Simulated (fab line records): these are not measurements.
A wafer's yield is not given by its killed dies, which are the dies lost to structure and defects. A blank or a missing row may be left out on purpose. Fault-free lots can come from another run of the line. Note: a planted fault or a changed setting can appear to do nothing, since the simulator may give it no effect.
Struck lot and sound lot, side by side || flow sky130 || 17 out of 708 route steps
Sound: wafers L286.1, L286.2, L286.3. Struck: wafers L297.1, L297.4, L297.6. Last of all comes the cause.
For every step that has rows: the tool of each side, followed by ch and its chambers, followed by its first start. Under that, the readings that differ: sound wafers || struck wafers || difference of the means || sigmas: that difference in standard deviations of wafers without a fault.
alike: readings with means less than 2 such deviations apart, plus words and numbers identical on both sides. not compared: withheld readings, readings lacking a value on some wafer, bounds such as >300 that could conceal the same value, and numbers that have no deviation in the record and whose values overlap.
A row with sigmas, a row that says differs or no value, or rows on one side alone: a step with any of these is where the two part. Non-overlapping numbers with no deviation appear without sigmas and do not part them. A reading that every wafer of one side lacks parts them only if that side has two wafers or more.

first, 5 steps without rows for these wafers: SKY_SD_N_COAT_02 (resist thk 1140 nm); SKY_SD_N_SOFTBAKE_03 (time 60 s); SKY_SD_N_EXPOSE_04 (exposes mask NSDM, target cd 380 nm); SKY_SD_N_PEB_05; SKY_SD_N_DEVELOP_06 (develop time 60 s).
SKY_SD_N_CD_MEAS_07: target cd 380 nm.
  sound on cdSem-01 at day 29 14:34; struck on cdSem-01 at day 33 09:04
  alike: cdNm
SKY_SD_N_OVL_MEAS_08:
  sound on overlay-01 at day 29 14:41; struck on overlay-02 at day 33 09:11
  alike: SD_N_OVL
then, 2 steps without rows for these wafers: SKY_SD_N_IMPLANT_09; SKY_SD_N_IMPLANT_10.
SKY_SD_N_STRIP_11: strips in O2/N2.
  sound on plasmaAsher-01 ch 0,1, day 29 15:02; struck on plasmaAsher-04 ch 1, day 33 09:32
  alike: drypumpMotorCurrentA, oesProductAu, stripTimeToEndpointS
  not compared: rfHoursCounterH
SKY_SD_N_TW_MEAS_12:
  sound on filmMetro-01 at day 29 15:08; struck on filmMetro-02 at day 33 09:38
  alike: SD_N_TW
then, 1 step without rows for these wafers: SKY_SD_N_CLEAN_13 (cleans in SC1/SC2, time 150 s).
SKY_SD_N_RTA_14: time 2 s.
  sound on rtpAnneal-01 ch 0, day 29 15:14; struck on rtpAnneal-02 ch 0, day 33 09:44
{"reading": "lampPowerPct (%)", "sound": "15.72 15.69 15.81", "struck": "16.52 16.51 16.51", "difference": "+0.77", "sigmas": "+16"}
{"reading": "wafer_temp_C_max", "sound": "1081.0 1075.7 1077.0", "struck": "1107.0 1107.6 1107.0", "difference": "+29.3", "sigmas": "+23"}
  alike: rampUpCPerS
SKY_SD_N_RS_MEAS_16: measurement is done with a four-point probe.
  sound on filmMetro-02 at day 29 15:25; struck on filmMetro-04 at day 33 09:56
{"reading": "SD_N_RS (ohm/sq)", "sound": "68.57 68.47 68.56", "struck": "63.56 63.22 63.37", "difference": -5.15, "sigmas": -47}
SKY_SD_N_RS_MEAS_17: measurement is done with a four-point probe.
  sound on filmMetro-02 at day 29 15:32; struck on filmMetro-04 at day 33 10:04
{"reading": "SD_P_RS (ohm/sq)", "sound": "147.4 147.0 147.4", "struck": "122.2 121.9 122.4", "difference": -25.1, "sigmas": -72}
SKY_SD_N_RS_MEAS_18: measurement is done with a four-point probe.
  sound on filmMetro-02 at day 29 15:39; struck on filmMetro-04 at day 33 10:11
{"reading": "RES_XHIGH_RS (ohm/sq)", "sound": "333.2 332.3 334.2", "struck": "328.7 329.0 329.3", "difference": -4.2, "sigmas": -4}
-- a jump in the record: the struck wafers' starts before and after are 16 days apart (it breaks off in module SD_N and resumes in module PAD_OPEN, where the first step shown is number 708 of the route) --
SKY_PAD_OPEN_PROBE_99:
  sound on prober-01 at day 46 19:47; struck on prober-01 at day 49 10:59
{"reading": "model.etest.resXhighPo.lineOhmUm", "sound": "5723 5604 5484", "struck": "4407 4340 4402", "difference": -1221, "sigmas": ""}
{"reading": "model.etest.resXhighPo.rsOhmSq", "sound": "2029 1930 1942", "struck": "1525 1501 1515", "difference": -453, "sigmas": ""}
{"reading": "model.etest.pfet_01v8.rOnOhmUm", "sound": "3024 2887 2948", "struck": "2646 2662 2609", "difference": -314, "sigmas": ""}
{"reading": "model.etest.resPdiff.lineOhmUm", "sound": "1362 1333 1344", "struck": "1126 1129 1144", "difference": -213, "sigmas": ""}
{"reading": "model.etest.resHighPo.lineOhmUm", "sound": "744.3 730.7 724.5", "struck": "607.3 601.6 615.4", "difference": -125.1, "sigmas": ""}
{"reading": "model.etest.pfetG5v0d10v5.rOnOhmUm", "sound": "4766 4668 4669", "struck": "4600 4631 4603", "difference": -90, "sigmas": ""}
{"reading": "model.etest.liconHighPo.rcOhm", "sound": "362.5 358.6 340.2", "struck": "253.4 247.2 250.9", "difference": -103.3, "sigmas": ""}
{"reading": "model.etest.resNdiff.lineOhmUm", "sound": "739.5 723.8 738.7", "struck": "711.8 709.4 699.5", "difference": -27.1, "sigmas": ""}
  alike: killed_at_M0_to_M3, killed_at_M4_up, killedAtContacts, killedAtFrontEnd, killedAtOther, killedDies, killedOnRim, killedOpen, killedShort

## WHERE THEY PART
First at SKY_SD_N_RTA_14; last, within this record, at SKY_SD_N_RS_MEAS_18. Later steps at which nothing parts them and some readings are alike: SKY_PAD_OPEN_PROBE_99.

WHY: what had been put in by the simulator
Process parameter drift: rtpAnneal-02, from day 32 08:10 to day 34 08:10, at SKY_SD_N_RTA_14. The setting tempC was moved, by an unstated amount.
